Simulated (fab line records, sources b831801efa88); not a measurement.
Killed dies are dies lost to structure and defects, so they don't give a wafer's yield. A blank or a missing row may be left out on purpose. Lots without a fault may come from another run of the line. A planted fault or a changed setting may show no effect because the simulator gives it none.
fab line records | flow sky130
record lots=7 wafers=19 last_day=49
route steps=708 shown LDD_LDN@300 SPACER@304 POLY_CUT@307 PAD_OPEN@708
lots that met no fault: from a run of the same line without faults
start_h: hours from the record's first day to the start of the lot's first wafer shown | wait_h: hours since the lot's step before | " the same as in the row above | L1.1+2: a row that stands for several wafers | - no value, or no start given | * or withheld: withheld | < > ~ a bound
route shown NAME@n: a module of which the file shows steps, and the number in the route of the first | usual: mean/standard deviation of fault-free wafers | same: alike in all rows | chamber/n: place in a boat | sites: the reading at each site | _std_site: their standard deviation | _edge_site: outer sites' mean less inner sites' | radius_mm: how far each site lies from the wafer's centre | mask NAME#n: copy n | behind: the tool/chamber that last shaped the wafer | hold: why the lot was held/for how many hours/how that ended | device: the transistor (n, p or np) that didn't switch | end of line: the same wafers' tests at the end of the route | a step without rows: its recipe alone | killed: dies lost to structure and defects at the first sort, not the wafer's yield | map: a wafer's dies, x killed, . not, _ none there
set.NAME: the setting as run; set.NAME@STEP: as run at that earlier step | model.NAME: the simulator's own value behind a step, which no gauge read
lots at some steps of the route; a table a step, a row a wafer
services: from which hour (start_h, from the record's first day; less than 0 if before it) a tool's chamber was out of use, for how many hours, and why
## steps
# step SKY_LDD_LDN_IMPLANT_11
# recipe species=As energy_kev=15 dose_cm2=1.25e+13 tilt_deg=withheld rotation_deg=293
# step SKY_LDD_LDN_STRIP_12
# recipe chemistry=O2/N2 power_w=1400 pressure_mtorr=1500 platen_temp_c=withheld o2_flow_sccm=3000 n2_flow_sccm=300 overash_fraction=0.5
# usual drypump_motor_current_A=5.7/0.36 o2_flow_sccm=2999/9.3 oes_product_au=0.716/0.0048 strip_time_to_endpoint_s=14.16/0.041
# columns lot.wafer tool chamber start_h wait_h drypump_motor_current_A o2_flow_sccm oes_product_au rf_hours_counter_h strip_time_to_endpoint_s
L251.2 plasma_asher-01 1 523.36 0.1 6.0 2989 0.723 85 14.15
L251.3 " 0 " " 5.5 3010 0.715 - 14.16
L251.6 " 0 " " 5.5 2997 0.718 - 14.21
L253.1 plasma_asher-01 1 552.31 0.1 6.0 3005 0.713 87 14.11
L253.5 " 0 " " 5.6 2994 0.712 - 14.12
L253.6 " 1 " " 6.0 3013 0.712 - 14.08
L264.1 plasma_asher-04 1 642.31 0.1 5.8 2996 0.723 84 14.20
L264.3 " 1 " " 5.8 2999 0.722 - 14.20
L266.1 plasma_asher-02 1 651.60 0.1 5.4 3013 0.725 22 14.12
L266.4 " 0 " " 6.3 3001 0.723 - 14.15
L267.1 plasma_asher-01 0 665.96 0.1 5.6 3003 0.723 99 14.17
L267.4 " 0 " " 5.6 3008 0.719 - 14.18
L267.6 " 0 " " 5.6 2997 0.722 - 14.18
L270.2 plasma_asher-04 1 678.05 0.1 5.8 2991 0.716 88 14.17
L270.3 " 1 " " 5.8 2991 0.714 - 14.17
L270.4 " 0 " " 5.4 2997 0.719 - 14.19
L272.2 plasma_asher-04 1 695.96 0.1 5.8 3009 0.716 89 14.13
L272.3 " 0 " " 5.4 2987 0.714 - 14.10
L272.6 " 1 " " 5.8 2999 0.718 - 14.17
# step SKY_LDD_LDN_TW_MEAS_13
# usual LDD_LDN_TW=1484/7.4
# columns lot.wafer tool chamber start_h wait_h LDD_LDN_TW
L251.2 film_metro-03 - 523.47 0.1 1484
L251.3 " - " " 1484
L251.6 " - " " 1484
L253.1 film_metro-03 - 552.41 0.1 1485
L253.5 " - " " 1491
L253.6 " - " " 1485
L264.1 film_metro-03 - 642.41 0.1 1489
L264.3 " - " " 1499
L266.1 film_metro-02 - 651.70 0.1 1494
L266.4 " - " " 1483
L267.1 film_metro-01 - 666.06 0.1 1486
L267.4 " - " " 1484
L267.6 " - " " 1497
L270.2 film_metro-02 - 678.16 0.1 1479
L270.3 " - " " 1479
L270.4 " - " " 1477
L272.2 film_metro-02 - 696.07 0.1 1465
L272.3 " - " " 1481
L272.6 " - " " 1478
# step SKY_LDD_LDN_CLEAN_14
# recipe chemistry=SC1/SC2 mix=1:4:20 temp_c=70 time_s=150 dry=n2_spin
# step SKY_SPACER_CVD_00
# recipe material=Si3N4 precursor=DCS/NH3 target_thk_nm=43.1 temp_c=770 time_s=740 pressure_mtorr=250
# step SKY_SPACER_THK_MEAS_01
# recipe reads=Si3N4_of_SPACER_CVD_00
# usual SPACER_CVD_00_THK=43.4/0.35
# columns lot.wafer tool chamber start_h wait_h SPACER_CVD_00_THK[nm]
L251.2 film_metro-04 - 524.79 0.0 43.6
L251.3 " - " " 43.4
L251.6 " - " " 43.5
L253.1 film_metro-02 - 553.72 0.0 43.3
L253.5 " - " " 43.6
L253.6 " - " " 43.1
L264.1 film_metro-02 - 644.37 0.0 42.9
L264.3 " - " " 43.0
L266.1 film_metro-03 - 655.31 0.0 43.4
L266.4 " - " " 43.4
L267.1 film_metro-03 - 667.38 0.0 43.9
L267.4 " - " " 43.9
L267.6 " - " " 43.7
L270.2 film_metro-02 - 680.64 0.0 43.5
L270.3 " - " " 43.5
L270.4 " - " " 43.4
L272.2 film_metro-02 - 697.39 0.0 43.9
L272.3 " - " " 43.4
L272.6 " - " " 43.6
# step SKY_SPACER_ETCHBACK_02
# recipe chemistry=CH3F/O2 target=Si3N4 stop_on=SiO2 source_w=400 bias_w=80 pressure_mtorr=25 ch3f_flow_sccm=40 O2_flow_sccm=30 time_s=46.7 target_depth_a=450
# usual O2_flow_sccm=30.01/0.1 drypump_motor_current_A=5.6/0.51 oes_product_au=0.858/0.0055 throttle_valve_pct=10.563/0.0094
# columns lot.wafer tool chamber start_h wait_h O2_flow_sccm drypump_motor_current_A oes_product_au rf_hours_counter_h throttle_valve_pct
L251.2 rie_diel-01 1 524.84 0.0 30.10 5.6 0.861 16 10.574
L251.3 " 2 " " 30.03 6.5 0.851 65 10.566
L251.6 " 0 " " 30.19 4.8 0.866 - 10.571
L253.1 rie_diel-01 1 553.78 0.1 29.88 5.6 0.863 16 10.543
L253.5 " 0 " " 30.02 4.8 0.858 - 10.549
L253.6 " 1 " " 30.16 5.6 0.856 - 10.567
L264.1 rie_diel-01 2 644.43 0.1 30.08 6.5 0.858 0 10.550
L264.3 " 3 " " 29.89 5.9 0.853 4 10.554
L266.1 rie_diel-02 2 655.37 0.1 29.97 5.2 0.860 56 10.567
L266.4 " 1 " " 29.98 6.2 0.858 - 10.572
L267.1 rie_diel-04 2 667.44 0.1 29.95 5.5 0.868 2 10.570
L267.4 " 3 " " 29.93 6.3 0.854 29 10.555
L267.6 " 3 " " 30.13 6.3 0.856 - 10.568
L270.2 rie_diel-02 2 680.69 0.0 30.13 5.2 0.859 56 10.564
L270.3 " 3 " " 29.98 5.9 0.864 15 10.555
L270.4 " 1 " " 30.05 6.2 0.863 51 10.549
L272.2 rie_diel-04 2 697.44 0.0 29.97 5.5 0.854 3 10.565
L272.3 " 3 " " 30.02 6.3 0.856 30 10.563
L272.6 " 2 " " 30.07 5.5 0.864 - 10.582
# step SKY_POLY_CUT_DEHYDRATE_00
# recipe temp_c=200 time_s=60
# step SKY_POLY_CUT_HMDS_01
# recipe prime_time_s=60 prime_temp_c=120
# step SKY_POLY_CUT_COAT_02
# recipe resist=BARC temp_c=withheld time_s=withheld spin_rpm=3000 resist_thk_nm=60
# step SKY_POLY_CUT_COAT_03
# recipe resist=KrF-thick spin_rpm=3000 resist_thk_nm=450
# step SKY_POLY_CUT_SOFTBAKE_04
# recipe temp_c=100 time_s=90 resist=KrF-thick
# step SKY_POLY_CUT_EXPOSE_05
# recipe mask_id=NPCM na=0.8 source_shape=annular sigma_inner=0.55 sigma_outer=0.85 target_cd_nm=270 dose_mj=32
# columns lot.wafer tool chamber start_h wait_h mask
L251.2+3+6 krf_scanner-01 0 540.18 - NPCM#0
L253.1+5+6 krf_scanner-01 0 568.75 - NPCM#0
L264.1+3 krf_scanner-01 0 658.48 - NPCM#0
L266.1+4 krf_scanner-01 0 670.95 - NPCM#0
L267.1+4+6 krf_scanner-01 0 680.33 - NPCM#0
L270.2+3+4 krf_scanner-02 0 695.17 - NPCM#0
L272.2+3+6 krf_scanner-02 0 711.12 - NPCM#0
# step SKY_POLY_CUT_PEB_06
# recipe peb_temp_c=withheld peb_time_s=withheld resist=KrF-thick
# step SKY_POLY_CUT_DEVELOP_07
# recipe develop_time_s=60 resist=KrF-thick dev_temp_c=21
# step SKY_POLY_CUT_CD_MEAS_08
# recipe target_cd_nm=270
# usual cd_nm=270.0/1.5
# columns lot.wafer tool chamber start_h wait_h cd_nm
L251.2 cd_sem-01 - 554.46 - 269.9
L251.3 " - " " 269.5
L251.6 " - " " 269.4
L253.1 cd_sem-01 - 583.34 - 269.1
L253.5 " - " " 269.1
L253.6 " - " " 268.9
L264.1 cd_sem-02 - 672.87 - 264.4
L264.3 " - " " 269.2
L266.1 cd_sem-01 - 683.34 - 266.2
L266.4 " - " " 265.6
L267.1 cd_sem-01 - 694.27 - 264.3
L267.4 " - " " 263.3
L267.6 " - " " 269.2
L270.2 cd_sem-02 - 708.66 - 272.5
L270.3 " - " " 272.9
L270.4 " - " " 272.1
L272.2 cd_sem-01 - 725.31 - 271.1
L272.3 " - " " 270.9
L272.6 " - " " 272.3
# step SKY_POLY_CUT_OVL_MEAS_09
# usual POLY_CUT_OVL=0/5.1
# columns lot.wafer tool chamber start_h wait_h POLY_CUT_OVL[nm]
L251.2 overlay-01 - 554.56 0.1 3
L251.3 " - " " -1
L251.6 " - " " 0
L253.1 overlay-02 - 583.46 0.1 0
L253.5 " - " " -1
L253.6 " - " " -6
L264.1 overlay-01 - 672.99 0.1 3
L264.3 " - " " 8
L266.1 overlay-02 - 683.46 0.1 -6
L266.4 " - " " -1
L267.1 overlay-02 - 694.39 0.1 -2
L267.4 " - " " 2
L267.6 " - " " -1
L270.2 overlay-02 - 708.76 0.1 9
L270.3 " - " " 11
L270.4 " - " " 6
L272.2 overlay-01 - 725.41 0.1 -5
L272.3 " - " " -2
L272.6 " - " " -2
# step SKY_POLY_CUT_ETCH_10
# recipe chemistry=N2/H2 target=BARC ion_energy_ev=200 source_w=500 bias_w=100 pressure_mtorr=30 n2_flow_sccm=100 h2_flow_sccm=200 stop_on=SiO2 time_s=45.9 target_depth_a=600
# usual drypump_motor_current_A=5.7/0.5 oes_product_au=0.854/0.0048 throttle_valve_pct=13.224/0.0089
# columns lot.wafer tool chamber start_h wait_h drypump_motor_current_A oes_product_au rf_hours_counter_h throttle_valve_pct model.POLY_CUT.cd_nm
L251.2 rie_diel-04 1 554.59 0.0 5.4 0.848 49 13.217 269.8
L251.3 " 0 " " 4.9 0.844 2 13.226 269.2
L251.6 " 0 " " 4.9 0.858 - 13.236 269.3
L253.1 rie_diel-01 2 583.49 0.0 6.5 0.846 66 13.234 269.4
L253.5 " 2 " " 6.5 0.855 - 13.218 269.2
L253.6 " 1 " " 5.6 0.845 - 13.238 268.5
L264.1 rie_diel-04 3 673.03 0.0 6.3 0.858 29 13.221 264.8
L264.3 " 1 " " 5.4 0.862 52 13.229 269.9
L266.1 rie_diel-03 2 683.49 0.0 5.5 0.856 48 13.228 267
L266.4 " 3 " " 5.5 0.859 37 13.212 265.2
L267.1 rie_diel-03 3 694.43 0.0 5.5 0.862 37 13.237 264.4
L267.4 " 3 " " 5.5 0.851 - 13.227 263.8
L267.6 " 2 " " 5.5 0.862 - 13.231 270
L270.2 rie_diel-03 0 708.79 0.0 5.5 0.855 18 13.224 271.2
L270.3 " 3 " " 5.5 0.858 37 13.224 272.2
L270.4 " 3 " " 5.6 0.861 - 13.230 272.1
L272.2 rie_diel-03 2 725.44 0.0 5.5 0.850 49 13.225 272.2
L272.3 " 1 " " 6.3 0.855 0 13.220 271.5
L272.6 " 1 " " 6.3 0.853 - 13.225 272.4
# step SKY_POLY_CUT_ETCH_11
# recipe target=Si3N4 chemistry=CF4/CH2F2/Ar stop_on=poly-Si source_w=600 bias_w=150 pressure_mtorr=40 cf4_flow_sccm=40 ch2f2_flow_sccm=20 Ar_flow_sccm=150 time_s=42.5 target_depth_a=600
# usual drypump_motor_current_A=5.7/0.5 oes_product_au=0.830/0.0068 throttle_valve_pct=14.994/0.0087
# columns lot.wafer tool chamber start_h wait_h drypump_motor_current_A oes_product_au rf_hours_counter_h throttle_valve_pct model.POLY_CUT.cd_nm
L251.2 rie_diel-04 1 554.63 0.0 5.4 0.827 49 14.984 269.9
L251.3 " 0 " " 4.9 0.832 2 15.008 269.2
L251.6 " 0 " " 4.9 0.824 - 14.995 269.3
L253.1 rie_diel-01 2 583.55 0.0 6.5 0.831 66 14.986 269.3
L253.5 " 2 " " 6.5 0.834 - 14.991 269.2
L253.6 " 1 " " 5.6 0.832 - 14.984 268.4
L264.1 rie_diel-04 3 673.07 0.0 6.3 0.829 29 14.992 264.8
L264.3 " 1 " " 5.4 0.837 52 14.998 270
L266.1 rie_diel-03 2 683.53 0.0 5.4 0.834 48 14.999 267.2
L266.4 " 3 " " 5.5 0.825 37 15.008 265.1
L267.1 rie_diel-03 3 694.47 0.0 5.5 0.819 37 14.991 264.4
L267.4 " 3 " " 5.5 0.825 - 15.005 263.8
L267.6 " 2 " " 5.5 0.816 - 14.993 270.1
L270.2 rie_diel-03 0 708.83 0.0 5.4 0.831 18 14.992 271.2
L270.3 " 3 " " 5.5 0.842 37 14.993 272.1
L270.4 " 3 " " 5.5 0.839 - 15.008 272.1
L272.2 rie_diel-03 2 725.48 0.0 5.5 0.830 49 14.982 272.3
L272.3 " 1 " " 6.3 0.824 0 14.980 271.3
L272.6 " 1 " " 6.3 0.832 - 14.991 272.3
# step SKY_POLY_CUT_STRIP_12
# recipe chemistry=O2/N2 power_w=1400 pressure_mtorr=1500 platen_temp_c=withheld o2_flow_sccm=3000 n2_flow_sccm=300 overash_fraction=0.5
# usual drypump_motor_current_A=5.9/0.49 o2_flow_sccm=3000/9.1 oes_product_au=0.451/0.0048 strip_time_to_endpoint_s=5.346/0.018
# columns lot.wafer tool chamber start_h wait_h drypump_motor_current_A o2_flow_sccm oes_product_au rf_hours_counter_h strip_time_to_endpoint_s
L251.2 plasma_asher-03 0 554.67 0.0 5.4 3004 0.456 41 5.339
L251.3 " 0 " " 5.4 3003 0.446 - 5.363
L251.6 " 1 " " 6.6 3016 0.445 - 5.340
L253.1 plasma_asher-02 1 583.62 0.0 5.4 3007 0.442 15 5.313
L253.5 " 0 " " 6.3 2998 0.450 - 5.335
L253.6 " 1 " " 5.4 3008 0.460 - 5.358
L264.1 plasma_asher-01 0 673.11 0.0 5.5 2994 0.447 100 5.356
L264.3 " 1 " " 6.0 3000 0.451 - 5.366
L266.1 plasma_asher-03 1 683.57 0.0 6.6 3004 0.442 53 5.359
L266.4 " 1 " " 6.6 2991 0.451 - 5.351
L267.1 plasma_asher-01 0 694.51 0.0 5.6 3010 0.445 102 5.353
L267.4 " 0 " " 5.5 3003 0.446 - 5.350
L267.6 " 1 " " 6.0 3004 0.461 - 5.322
L270.2 plasma_asher-01 0 708.87 0.0 5.5 2996 0.449 103 5.352
L270.3 " 1 " " 6.0 3003 0.449 - 5.348
L270.4 " 0 " " 5.5 3002 0.452 - 5.368
L272.2 plasma_asher-03 1 725.52 0.0 6.6 3000 0.447 57 5.350
L272.3 " 0 " " 5.5 3018 0.455 - 5.340
L272.6 " 0 " " 5.4 3012 0.450 - 5.355
# step SKY_PAD_OPEN_PROBE_99
# usual killed_at_M0_to_M3=43/7.3 killed_at_M4_up=3.2/1.8 killed_at_contacts=24/5.8 killed_at_front_end=16/4.5 killed_at_other=0.3/0.53 killed_dies=87/9.9 killed_open=48/6.8 killed_short=39/6.9
# same gross_dies=492 killed_at_back_side=0
# columns lot.wafer tool chamber start_h wait_h killed_at_M0_to_M3 killed_at_M4_up killed_at_contacts killed_at_front_end killed_at_other killed_dies killed_open killed_short
L264.1 prober-02 - 1150.80 0.1 47 4 19 11 0 81 44 37
L264.3 prober-02 - 1150.90 0.2 46 2 35 13 1 97 51 46
# killed by level:class
L264.1 METAL1:geometric_particle:short=9 LI_CONTACT:geometric_particle:open=7 VIA1:geometric_particle:open=7 VIA3:geometric_particle:open=6 METAL2:geometric_particle:short=6 VIA2:geometric_particle:short=4 CONTACT:geometric_particle:open=4 VIA2:geometric_particle:open=4
L264.3 VIA1:geometric_particle:open=17 LI_CONTACT:geometric_particle:open=10 METAL2:geometric_particle:short=10 FIELD_ISO:geometric_particle:short=8 CONTACT:geometric_particle:open=8 LI_CONTACT:geometric_particle:short=6 LOCAL_INTERCONNECT:geometric_particle:short=6 VIA2:geometric_particle:open=5
## services
# columns tool chamber start_h hours kind
krf_scanner-01 - 508.72 2.0 repair
plasma_asher-01 - 515.41 1.2 repair
rie_diel-01 - 545.32 4.3 pm
rie_diel-01 - 552.22 1.2 repair
plasma_asher-03 - 559.82 6.0 repair
rie_diel-01 3 574.32 22.6 repair
rie_diel-01 0 580.22 5.4 repair
krf_scanner-01 - 591.56 1.3 repair
krf_scanner-01 - 599.99 1.0 pm
rie_diel-04 - 607.47 0.2 repair
rie_diel-03 1 613.29 5.2 repair
krf_scanner-01 - 614.39 0.8 pm
plasma_asher-01 - 614.39 1.8 repair
plasma_asher-01 - 623.51 2.8 pm
krf_scanner-01 - 647.93 1.3 pm
plasma_asher-03 - 652.74 2.7 repair
rie_diel-03 2 658.10 6.6 repair
rie_diel-01 0 664.33 1.2 repair
rie_diel-01 3 668.31 8.0 repair
rie_diel-04 0 691.05 2.4 repair
rie_diel-04 - 694.11 0.1 repair
plasma_asher-01 - 697.48 1.6 repair
plasma_asher-03 - 701.12 5.1 repair
rie_diel-04 3 707.50 12.1 repair
## key
first_sign step=SKY_POLY_CUT_CD_MEAS_08 reading=cd_nm direction=down sigmas=3.5 usual=270.0 struck=264.8
effect none on later readings
model_effect step=SKY_POLY_CUT_ETCH_10 value=POLY_CUT.cd_nm without=269.5 struck=265.1
model_effect step=SKY_POLY_CUT_ETCH_11 value=POLY_CUT.cd_nm without=269.5 struck=265
met_at SKY_POLY_CUT_EXPOSE_05
struck_wafers L264.1,L266.1,L266.4,L267.1,L267.4
tester_left_out L264,L266,L267
onset_between 568.75 658.48
fault kind=process_parameter_drift tool=krf_scanner-01 chamber=- onset_h=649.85 steps=SKY_POLY_CUT_EXPOSE_05 channel=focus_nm offset=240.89 shape=step end_h=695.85 scope=struck_wafers_only
# tester_left_out: of these lots the tester's yield and bins aren't shown, on N5 and GAA mostly nor the transistor test; their killed dies are dies lost to structure and defects alone, not to doping, threshold or leakage, so they don't give the yield
